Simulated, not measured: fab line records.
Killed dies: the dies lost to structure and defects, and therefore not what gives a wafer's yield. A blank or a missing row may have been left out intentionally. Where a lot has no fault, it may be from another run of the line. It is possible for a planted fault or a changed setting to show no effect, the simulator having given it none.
Check of tool commonality + flow sfq-line + Sample size 14 lots and 42 wafers

== WHY THIS WAS OPENED ==
At SFQ_M3_RS_MEAS_919 the reading M3_NB_RS is flagged on 2 of 14 lots. Wafers without a fault read 0.890 ohm/sq, standard deviation 0.0085.
Rule: a lot is flagged in two cases, either no wafer of it has a number, or all its wafers with numbers fall more than 4 standard deviations from that mean. As for the other lots, they are considered sound.

| lot  | measured     | on            | M3_NB_RS (ohm/sq), wafer by wafer | flag    |
|------|--------------|---------------|-----------------------------------|---------|
| L239 | day 43 11:11 | film-metro-04 | 0.883 0.892 0.881                 |         |
| L240 | day 43 18:13 | film-metro-03 | 0.901 0.912 0.901                 |         |
| L241 | day 44 11:52 | film-metro-01 | 0.893 0.889 0.905                 |         |
| L242 | day 44 19:02 | film-metro-01 | 0.888 0.897 0.892                 |         |
| L247 | day 46 19:18 | film-metro-04 | 0.441 0.441 0.439                 | FLAGGED |
| L248 | day 47 03:37 | film-metro-01 | 0.449 0.446 0.444                 | FLAGGED |
| L255 | day 49 11:52 | film-metro-03 | 0.892 0.892 0.890                 |         |
| L256 | day 49 22:28 | film-metro-04 | 0.902 0.891 0.893                 |         |
| L257 | day 50 11:47 | film-metro-03 | 0.884 0.874 0.877                 |         |
| L258 | day 51 07:07 | film-metro-04 | 0.893 0.896 0.889                 |         |
| L259 | day 51 13:10 | film-metro-04 | 0.890 0.888 0.891                 |         |
| L260 | day 51 20:57 | film-metro-01 | 0.885 0.899 0.891                 |         |
| L261 | day 52 06:06 | film-metro-04 | 0.890 0.892 0.891                 |         |
| L262 | day 52 13:16 | film-metro-04 | 0.892 0.885 0.897                 |         |
The mean of the flagged lots' numbers is 0.443 ohm/sq, -0.447 ohm/sq from the usual (-53 standard deviations).

== TOOL THAT RAN EACH LOT ==
2 process steps preceding the reading are held in the record, out of 325 steps in the route. Each cell gives the tool, then ch followed by the chambers the sampled wafers passed through, then the start.
| lot  | flag    | SFQ_TRILAYER_I2_METRO_MEASURE_065 | SFQ_TRILAYER_M3_DEP_SPUTTER_073 |
|------|---------|-----------------------------------|---------------------------------|
| L239 |         | film-metro-03, day 38 01:13       | pvd-sputter-03, day 43 11:06    |
| L240 |         | film-metro-03, day 38 09:13       | pvd-sputter-04, day 43 18:08    |
| L241 |         | film-metro-04, day 39 00:25       | pvd-sputter-06, day 44 11:45    |
| L242 |         | film-metro-04, day 39 04:13       | pvd-sputter-06, day 44 18:57    |
| L247 | FLAGGED | film-metro-02, day 40 23:47       | pvd-sputter-06, day 46 18:52    |
| L248 | FLAGGED | film-metro-03, day 41 09:10       | pvd-sputter-04, day 47 03:16    |
| L255 |         | film-metro-02, day 43 11:26       | pvd-sputter-06, day 49 11:47    |
| L256 |         | film-metro-04, day 43 22:56       | pvd-sputter-03, day 49 22:23    |
| L257 |         | film-metro-02, day 44 11:57       | pvd-sputter-06, day 50 11:42    |
| L258 |         | film-metro-02, day 45 08:57       | pvd-sputter-06, day 51 07:02    |
| L259 |         | film-metro-03, day 45 17:09       | pvd-sputter-03, day 51 13:02    |
| L260 |         | film-metro-03, day 46 00:09       | pvd-sputter-06, day 51 20:50    |
| L261 |         | film-metro-02, day 46 08:21       | pvd-sputter-03, day 52 05:57    |
| L262 |         | film-metro-03, day 46 17:57       | pvd-sputter-04, day 52 13:09    |
What is done by these steps:
- SFQ_TRILAYER_I2_METRO_MEASURE_065
- SFQ_TRILAYER_M3_DEP_SPUTTER_073: material Nb, target thk 200 nm, time 133.3 s.
- SFQ_M3_RS_MEAS_919: measures by four-point-probe.

== FLAGGED AGAINST TOTAL, ONE TOOL AT A TIME (gauges that did the reading follow at the end) ==
| step                              | tool           | lots run | flagged | share of the flagged lots | sound lots run after its first flagged lot |
|-----------------------------------|----------------|----------|---------|---------------------------|--------------------------------------------|
| SFQ_TRILAYER_I2_METRO_MEASURE_065 | film-metro-02  | 5        | 1       | some                      | 4 (L255,L257,L258,L261)                    |
| SFQ_TRILAYER_I2_METRO_MEASURE_065 | film-metro-03  | 6        | 1       | some                      | 3 (L259,L260,L262)                         |
| SFQ_TRILAYER_I2_METRO_MEASURE_065 | film-metro-04  | 3        | 0       | none                      | -                                          |
| SFQ_TRILAYER_M3_DEP_SPUTTER_073   | pvd-sputter-03 | 4        | 0       | none                      | -                                          |
| SFQ_TRILAYER_M3_DEP_SPUTTER_073   | pvd-sputter-04 | 3        | 1       | some                      | 1 (L262)                                   |
| SFQ_TRILAYER_M3_DEP_SPUTTER_073   | pvd-sputter-06 | 7        | 1       | some                      | 4 (L255,L257,L258,L260)                    |
| SFQ_M3_RS_MEAS_919                | film-metro-01  | 4        | 1       | some                      | 1 (L260)                                   |
| SFQ_M3_RS_MEAS_919                | film-metro-03  | 3        | 0       | none                      | -                                          |
| SFQ_M3_RS_MEAS_919                | film-metro-04  | 7        | 1       | some                      | 5 (L256,L258,L259,L261,L262)               |

== WHAT IS ALLOWED BY THE TABLE ==
No row of the table ran every flagged lot.

== WHAT THE SIMULATOR PUT IN ==
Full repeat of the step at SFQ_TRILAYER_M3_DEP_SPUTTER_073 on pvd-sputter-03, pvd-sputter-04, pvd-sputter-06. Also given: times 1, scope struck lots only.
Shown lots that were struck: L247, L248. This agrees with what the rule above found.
